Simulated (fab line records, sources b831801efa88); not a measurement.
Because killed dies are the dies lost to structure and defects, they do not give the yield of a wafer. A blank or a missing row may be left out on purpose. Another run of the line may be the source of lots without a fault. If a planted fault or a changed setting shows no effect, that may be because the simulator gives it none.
The tool behind it: which one? | flow sky130 | Sampling: 13 lots, 39 wafers, 5 of 708 route steps

WHAT EACH GAUGE READ, for each wafer
SKY_VT_ADJUST_NCORE_CD_MEAS_07 targets a cd of 380 nm.
lot  | measured     | on        | cd_nm (nm)
L500 | day 8 13:35  | cd_sem-01 | 376.8 377.6 378.7
L501 | day 9 01:14  | cd_sem-02 | 376.2 375.8 377.3
L503 | day 9 20:16  | cd_sem-01 | 383.4 381.4 383.7
L502 | day 9 20:45  | cd_sem-01 | 379.8 379.3 377.6
L504 | day 10 04:35 | cd_sem-02 | 380.2 380.0 381.8
L506 | day 10 10:08 | cd_sem-01 | 385.9 382.6 384.5
L509 | day 11 14:11 | cd_sem-01 | 379.9 380.8 380.6
L513 | day 12 22:11 | cd_sem-02 | 381.3 380.7 381.2
L514 | day 13 04:10 | cd_sem-01 | 381.5 382.1 381.9
L515 | day 13 13:56 | cd_sem-02 | 397.6 399.0 396.4
L516 | day 13 20:58 | cd_sem-01 | 395.8 396.9 396.3
L517 | day 14 05:48 | cd_sem-01 | 393.4 391.4 391.6
L520 | day 15 02:35 | cd_sem-02 | 382.3 378.2 380.9

SKY_SD_N_RS_MEAS_16: uses a four-point probe to measure.
lot  | measured     | on            | SD_N_RS (ohm/sq)
L500 | day 28 04:07 | film_metro-01 | 68.42 68.43 68.26
L501 | day 28 15:20 | film_metro-01 | 68.48 68.50 68.43
L503 | day 29 13:07 | film_metro-04 | 68.52 68.46 68.54
L502 | day 29 16:59 | film_metro-01 | 68.36 68.39 68.15
L504 | day 30 02:41 | film_metro-02 | 68.62 68.47 68.61
L506 | day 30 12:56 | film_metro-02 | 68.59 68.62 68.56
L509 | day 31 19:58 | film_metro-02 | 68.52 68.56 68.65
L513 | day 33 01:14 | film_metro-04 | 68.47 68.54 68.38
L514 | day 33 10:31 | film_metro-04 | 68.50 68.62 68.49
L515 | day 33 16:13 | film_metro-02 | 68.57 68.54 68.60
L516 | day 34 00:26 | film_metro-01 | 68.42 68.51 68.51
L517 | day 34 05:36 | film_metro-02 | 68.61 68.60 68.53
L520 | day 34 23:19 | film_metro-02 | 68.24 68.45 68.51

SKY_SD_N_RS_MEAS_17: uses a four-point probe to measure.
lot  | measured     | on            | SD_P_RS (ohm/sq)
L500 | day 28 04:14 | film_metro-01 | 146.55 147.34 146.65
L501 | day 28 15:28 | film_metro-01 | 147.01 147.12 147.07
L503 | day 29 13:14 | film_metro-04 | 146.80 146.91 147.35
L502 | day 29 17:06 | film_metro-01 | 146.86 146.81 146.59
L504 | day 30 02:48 | film_metro-02 | 147.38 147.11 147.22
L506 | day 30 13:03 | film_metro-02 | 147.17 147.62 147.30
L509 | day 31 20:05 | film_metro-02 | 147.51 147.31 147.59
L513 | day 33 01:21 | film_metro-04 | 146.83 146.96 146.64
L514 | day 33 10:38 | film_metro-04 | 147.26 147.59 147.22
L515 | day 33 16:20 | film_metro-02 | 146.78 146.91 147.13
L516 | day 34 00:34 | film_metro-01 | 147.29 147.09 146.99
L517 | day 34 05:43 | film_metro-02 | 146.95 147.15 147.09
L520 | day 34 23:26 | film_metro-02 | 147.03 147.37 146.95

SKY_LI_CONTACT_BOW_MEAS_03.
lot  | measured     | on            | LI_CONTACT_BOW (um)
L500 | day 28 04:58 | film_metro-04 | 59 69 68
L501 | day 28 16:11 | film_metro-02 | 66 74 51
L503 | day 29 13:57 | film_metro-02 | 46 55 55
L502 | day 29 17:49 | film_metro-04 | 62 53 39
L504 | day 30 03:31 | film_metro-01 | 63 58 57
L506 | day 30 13:46 | film_metro-04 | 47 53 48
L509 | day 31 20:49 | film_metro-02 | 63 57 60
L513 | day 33 02:04 | film_metro-01 | 52 63 62
L514 | day 33 11:22 | film_metro-04 | 49 58 65
L515 | day 33 17:08 | film_metro-02 | 61 58 70
L516 | day 34 01:17 | film_metro-01 | 63 55 61
L517 | day 34 06:26 | film_metro-01 | 57 62 64
L520 | day 35 00:10 | film_metro-01 | 51 60 61

EACH LOT AND THE TOOL THAT RAN IT (in order: tool; ch and the chambers of the sampled wafers; start)
lot  | SKY_VT_ADJUST_NCORE_EXPOSE_04
L500 | iline_stepper-02 ch 0, day 8 03:32
L501 | iline_stepper-02 ch 0, day 8 14:20
L503 | iline_stepper-02 ch 0, day 9 08:47
L502 | iline_stepper-01 ch 0, day 9 09:02
L504 | iline_stepper-01 ch 0, day 9 17:38
L506 | iline_stepper-01 ch 0, day 9 23:11
L509 | iline_stepper-01 ch 0, day 11 02:31
L513 | iline_stepper-01 ch 0, day 12 09:38
L514 | iline_stepper-01 ch 0, day 12 14:53
L515 | iline_stepper-02 ch 0, day 13 01:22
L516 | iline_stepper-02 ch 0, day 13 08:13
L517 | iline_stepper-02 ch 0, day 13 16:18
L520 | iline_stepper-01 ch 0, day 14 12:46
- SKY_VT_ADJUST_NCORE_EXPOSE_04: exposes mask LVTN COMPLEMENT THIN, target cd 380 nm.

AS READ BY THE TOOLS THEMSELVES (means over the sampled wafers that have a number; for cases with no such wafer, the mark the record gives instead)
SKY_VT_ADJUST_NCORE_EXPOSE_04.
lot  | tool             | exposure_dose_mJ_cm2
L500 | iline_stepper-02 | 139.01
L501 | iline_stepper-02 | 138.96
L503 | iline_stepper-02 | 139.16
L502 | iline_stepper-01 | 139.01
L504 | iline_stepper-01 | 139.18
L506 | iline_stepper-01 | 139.01
L509 | iline_stepper-01 | 139.16
L513 | iline_stepper-01 | 138.95
L514 | iline_stepper-01 | 138.93
L515 | iline_stepper-02 | 146.64
L516 | iline_stepper-02 | 146.77
L517 | iline_stepper-02 | 145.37
L520 | iline_stepper-01 | 138.82

THE ANSWER, worked out from the rows above alone
Rule: usual is defined by the lots themselves. The widest of any qualifying gaps counts: lots, ordered by their means at a reading, are off when they make up no more than a third of the lots, leave a main group of 4 or more, and stand apart from it by 3 or more times the standard deviation of that group's means. A main group is skipped when, at the precision printed for the reading in the tables above, its means are all equal. A lot without any number at a reading at which 4 lots or more have one is off too. The other lots that the step has rows for count as sound. First the gauges in route order, then the tools' own readings, where a lot's mean is used as printed above. The first step at which some lot is off is used, and at that step the reading that is off furthest; a lot without a number counts as furthest.
Off: L515, L516, L517 (SKY_VT_ADJUST_NCORE_CD_MEAS_07, cd_nm). The main group has a mean of 380.5 nm with a standard deviation of 2.2.
If a tool, at a process step before that reading, ran all the lots that are off and no sound lot after the first of them, it fits. The gauges at SKY_VT_ADJUST_NCORE_CD_MEAS_07 aren't tried: what is off there is off at SKY_VT_ADJUST_NCORE_EXPOSE_04 too, on other tools, and a gauge's error can't cause that. One candidate fits, namely iline_stepper-02 at SKY_VT_ADJUST_NCORE_EXPOSE_04. A fault onset in the window from L503 (day 9 08:47, its last sound lot) to L515 (day 13 01:22, its first lot off) fits.
The tool's own readings at SKY_VT_ADJUST_NCORE_EXPOSE_04 bear it out: on the lots that are off they differ by more than 5 times the standard deviation of the sound lots' means. exposure_dose_mJ_cm2 reads 146.26 there against 139.02 on the sound lots.

WHAT THE SIMULATOR HAD PUT IN
Process parameters drifting: iline_stepper-02 at SKY_VT_ADJUST_NCORE_EXPOSE_04, beginning at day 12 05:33. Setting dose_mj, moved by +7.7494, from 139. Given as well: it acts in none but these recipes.
Struck lots among those shown: L515, L516, L517. The rule above found the same.
